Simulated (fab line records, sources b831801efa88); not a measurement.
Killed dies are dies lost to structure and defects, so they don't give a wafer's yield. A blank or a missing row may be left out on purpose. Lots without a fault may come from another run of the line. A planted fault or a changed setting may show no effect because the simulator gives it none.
Which tool did it? | flow sky130 | 11 lots, 33 wafers sampled, at 6 steps of a route of 708

WHAT THE GAUGES READ, wafer by wafer
The record holds no reading of a measuring or inspecting step that can be judged against a usual standard deviation.

WHICH TOOL RAN EACH LOT (tool, then ch and the chambers of the sampled wafers, then the start)
lot  | SKY_VT_ADJUST_PCH_STRIP_09           | SKY_SONOS_ONO_ETCH_15              | SKY_LDD_HVN_COAT_02               | SKY_LDD_HVN_STRIP_09                 | SKY_POLY_CUT_STRIP_12                | SKY_PAD_OPEN_PROBE_99
L762 | plasma_asher-02 ch 0,1, day 11 14:05 | rie_diel-01 ch 0,2,3, day 13 21:13 | litho_track-03 ch 0, day 21 00:07 | plasma_asher-01 ch 0,1, day 21 15:19 | plasma_asher-01 ch 0,1, day 25 12:58 | -
L764 | plasma_asher-01 ch 0,1, day 12 05:02 | rie_diel-01 ch 0,1,2, day 14 12:43 | litho_track-01 ch 0, day 21 23:50 | plasma_asher-01 ch 0,1, day 22 15:44 | plasma_asher-04 ch 0,1, day 26 15:15 | -
L765 | plasma_asher-02 ch 0,1, day 12 09:44 | rie_diel-01 ch 0,3, day 14 21:16   | litho_track-01 ch 0, day 22 05:13 | plasma_asher-04 ch 0,1, day 22 20:41 | plasma_asher-01 ch 0,1, day 26 18:08 | -
L766 | plasma_asher-02 ch 0,1, day 12 12:50 | rie_diel-03 ch 0,2, day 14 22:10   | litho_track-03 ch 0, day 22 08:32 | plasma_asher-04 ch 0,1, day 22 23:35 | plasma_asher-01 ch 0,1, day 26 21:35 | -
L774 | plasma_asher-01 ch 0, day 15 02:05   | rie_diel-04 ch 0,1,2, day 17 17:57 | litho_track-04 ch 0, day 25 09:20 | plasma_asher-01 ch 1, day 26 00:36   | plasma_asher-04 ch 0,1, day 29 19:38 | -
L775 | plasma_asher-03 ch 0, day 15 06:05   | rie_diel-03 ch 0,1, day 17 19:22   | litho_track-04 ch 0, day 25 09:56 | plasma_asher-04 ch 0,1, day 26 01:30 | plasma_asher-01 ch 0,1, day 29 20:00 | prober-01, day 50 06:48
L776 | plasma_asher-03 ch 0,1, day 15 22:26 | rie_diel-01 ch 0,2,3, day 18 15:18 | litho_track-03 ch 0, day 26 02:58 | plasma_asher-02 ch 0,1, day 26 18:21 | plasma_asher-03 ch 0,1, day 30 12:33 | prober-02, day 50 15:26
L777 | plasma_asher-03 ch 0,1, day 16 00:44 | rie_diel-03 ch 0,1, day 18 16:12   | litho_track-03 ch 0, day 26 05:23 | plasma_asher-04 ch 0,1, day 26 20:20 | plasma_asher-03 ch 0,1, day 30 15:29 | -
L779 | plasma_asher-01 ch 0,1, day 16 07:38 | rie_diel-03 ch 0,3, day 19 01:57   | litho_track-03 ch 0, day 26 16:29 | plasma_asher-04 ch 0,1, day 27 07:20 | plasma_asher-01 ch 0,1, day 31 00:05 | -
L780 | plasma_asher-02 ch 0,1, day 17 02:09 | rie_diel-03 ch 2,3, day 19 20:40   | litho_track-01 ch 0, day 27 07:20 | plasma_asher-02 ch 0,1, day 27 23:21 | plasma_asher-04 ch 0,1, day 31 17:50 | -
L781 | plasma_asher-02 ch 0,1, day 17 03:20 | rie_diel-03 ch 2,3, day 19 22:52   | litho_track-03 ch 0, day 27 11:34 | plasma_asher-01 ch 0,1, day 28 02:50 | plasma_asher-04 ch 0,1, day 31 21:56 | -
- SKY_VT_ADJUST_PCH_STRIP_09: strips in O2/N2.
- SKY_SONOS_ONO_ETCH_15: etches the open film in CHF3/O2, target depth 19.52 nm, time 7.8 s.
- SKY_LDD_HVN_COAT_02: resist thk 300 nm.
- SKY_LDD_HVN_STRIP_09: strips in O2/N2.
- SKY_POLY_CUT_STRIP_12: strips in O2/N2.
- SKY_PAD_OPEN_PROBE_99

WHAT THE TOOLS THEMSELVES READ (means of the sampled wafers that have a number; where no wafer has one, the mark that the record gives instead)
SKY_VT_ADJUST_PCH_STRIP_09. Usual: drypump_motor_current_A 5.68 A, standard deviation 0.23; oes_product_au 0.722 a.u., standard deviation 0.0042; strip_time_to_endpoint_s 36.93 s, standard deviation 0.096.
lot  | tool            | drypump_motor_current_A (A) | oes_product_au (a.u.) | strip_time_to_endpoint_s (s) | flag
L762 | plasma_asher-02 | 5.79                        | 0.723                 | 36.80                        |
L764 | plasma_asher-01 | 5.62                        | 0.722                 | 36.96                        |
L765 | plasma_asher-02 | 5.80                        | 0.722                 | 36.95                        |
L766 | plasma_asher-02 | 5.87                        | 0.723                 | 36.97                        |
L774 | plasma_asher-01 | 5.58                        | 0.720                 | 37.06                        |
L775 | plasma_asher-03 | 5.82                        | 0.720                 | 36.74                        |
L776 | plasma_asher-03 | 5.62                        | 0.722                 | 36.98                        |
L777 | plasma_asher-03 | 5.61                        | 0.722                 | 37.00                        |
L779 | plasma_asher-01 | 5.62                        | 0.725                 | 36.89                        |
L780 | plasma_asher-02 | 5.79                        | 0.727                 | 36.85                        |
L781 | plasma_asher-02 | 5.79                        | 0.723                 | 36.95                        |

SKY_SONOS_ONO_ETCH_15. Usual: O2_flow_sccm 5.002 sccm, standard deviation 0.014; chf3_flow_sccm 50.01 sccm, standard deviation 0.15; drypump_motor_current_A 5.7 A, standard deviation 0.46; oes_product_au 0.998 a.u., standard deviation 0.011; throttle_valve_pct 8.825 %, standard deviation 0.0091.
lot  | tool        | O2_flow_sccm (sccm) | chf3_flow_sccm (sccm) | drypump_motor_current_A (A) | oes_product_au (a.u.) | throttle_valve_pct (%) | flag
L762 | rie_diel-01 | 4.995               | 49.89                 | 5.7                         | 0.996                 | 8.829                  |
L764 | rie_diel-01 | 4.995               | 49.92                 | 5.4                         | 0.991                 | 8.837                  |
L765 | rie_diel-01 | 5.004               | 50.07                 | 5.8                         | 1.003                 | 8.829                  |
L766 | rie_diel-03 | 5.018               | 50.12                 | 5.8                         | 0.985                 | 8.822                  |
L774 | rie_diel-04 | 5.007               | 49.93                 | 5.5                         | 1.000                 | 8.820                  |
L775 | rie_diel-03 | 4.999               | 49.94                 | 6.4                         | 1.003                 | 8.830                  |
L776 | rie_diel-01 | 4.996               | 50.02                 | 5.7                         | 0.991                 | 8.826                  |
L777 | rie_diel-03 | 4.986               | 49.94                 | 6.4                         | 1.006                 | 8.834                  |
L779 | rie_diel-03 | 5.004               | 50.15                 | 5.8                         | 1.007                 | 8.831                  |
L780 | rie_diel-03 | 5.002               | 49.90                 | 5.4                         | 0.992                 | 8.822                  |
L781 | rie_diel-03 | 5.004               | 49.91                 | 5.4                         | 0.993                 | 8.819                  |

SKY_LDD_HVN_STRIP_09. Usual: drypump_motor_current_A 5.80 A, standard deviation 0.15; oes_product_au 0.408 a.u., standard deviation 0.005; strip_time_to_endpoint_s 4.137 s, standard deviation 0.016.
lot  | tool            | drypump_motor_current_A (A) | oes_product_au (a.u.) | strip_time_to_endpoint_s (s) | flag
L762 | plasma_asher-01 | 5.69                        | 0.408                 | 4.164                        |
L764 | plasma_asher-01 | 5.70                        | 0.409                 | 4.140                        |
L765 | plasma_asher-04 | 5.85                        | 0.412                 | 4.138                        |
L766 | plasma_asher-04 | 5.84                        | 0.409                 | 4.142                        |
L774 | plasma_asher-01 | 5.71                        | 0.342                 | 2.519                        | OFF
L775 | plasma_asher-04 | 5.84                        | 0.341                 | 2.524                        | OFF
L776 | plasma_asher-02 | 5.80                        | 0.409                 | 4.146                        |
L777 | plasma_asher-04 | 5.85                        | 0.413                 | 4.148                        |
L779 | plasma_asher-04 | 5.87                        | 0.404                 | 4.143                        |
L780 | plasma_asher-02 | 5.89                        | 0.407                 | 4.153                        |
L781 | plasma_asher-01 | 5.62                        | 0.408                 | 4.135                        |

SKY_POLY_CUT_STRIP_12. Usual: drypump_motor_current_A 5.71 A, standard deviation 0.24; oes_product_au 0.453 a.u., standard deviation 0.0042; strip_time_to_endpoint_s 5.357 s, standard deviation 0.014.
lot  | tool            | drypump_motor_current_A (A) | oes_product_au (a.u.) | strip_time_to_endpoint_s (s) | flag
L762 | plasma_asher-01 | 5.64                        | 0.450                 | 5.354                        |
L764 | plasma_asher-04 | 5.95                        | 0.450                 | 5.364                        |
L765 | plasma_asher-01 | 5.68                        | 0.455                 | 5.358                        |
L766 | plasma_asher-01 | 5.63                        | 0.456                 | 5.350                        |
L774 | plasma_asher-04 | 5.95                        | 0.455                 | 5.372                        |
L775 | plasma_asher-01 | 5.62                        | 0.451                 | 5.347                        |
L776 | plasma_asher-03 | 5.62                        | 0.453                 | 5.344                        |
L777 | plasma_asher-03 | 5.41                        | 0.458                 | 5.343                        |
L779 | plasma_asher-01 | 5.62                        | 0.450                 | 5.343                        |
L780 | plasma_asher-04 | 5.86                        | 0.453                 | 5.355                        |
L781 | plasma_asher-04 | 5.86                        | 0.454                 | 5.372                        |

SKY_PAD_OPEN_PROBE_99. Usual: killed_at_M0_to_M3 43, standard deviation 6.8; killed_at_M4_up 3.3, standard deviation 1.9; killed_at_contacts 24, standard deviation 5.3; killed_at_front_end 14, standard deviation 4.3; killed_at_other 0.3, standard deviation 0.62; killed_dies 85, standard deviation 9.8; killed_open 46, standard deviation 8; killed_short 39, standard deviation 5.9.
lot  | tool      | killed_at_M0_to_M3 | killed_at_M4_up | killed_at_contacts | killed_at_front_end | killed_at_other | killed_dies | killed_open | killed_short | flag
L775 | prober-01 | 41                 | 5.7             | 16                 | 16                  | 0.0             | 79          | 44          | 34           |
L776 | prober-02 | 38                 | 2.7             | 25                 | 18                  | 0.0             | 83          | 42          | 41           |

THE ANSWER, worked out from the rows above alone
Rule: a lot is off if the mean of its wafers that have a number lies more than 3 standard deviations from the usual mean. A lot without any number at a reading at which 4 lots or more have one is off too. The other lots that the step has rows for count as sound. The gauges are gone through in route order, then the tools' own readings, and for those a lot's mean is taken as printed above. The first step at which some lot is off is used, and at that step the reading that is off furthest; a lot without a number counts as furthest.
Off: L774, L775, at SKY_LDD_HVN_STRIP_09 (strip_time_to_endpoint_s).
A tool fits if, at that step or a process step before it, it ran every lot that is off, and no sound lot after the first of them. One fits: litho_track-04 at SKY_LDD_HVN_COAT_02. It ran no sound lot before its first lot that is off in this sample, so the start can't be narrowed down.

WHAT THE SIMULATOR HAD PUT IN
Process parameter drift: litho_track-04, from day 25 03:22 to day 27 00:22, at SKY_LDD_HVN_COAT_02. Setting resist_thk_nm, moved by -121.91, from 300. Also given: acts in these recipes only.
Lots struck among those shown: L774, L775. The rule above found the same.
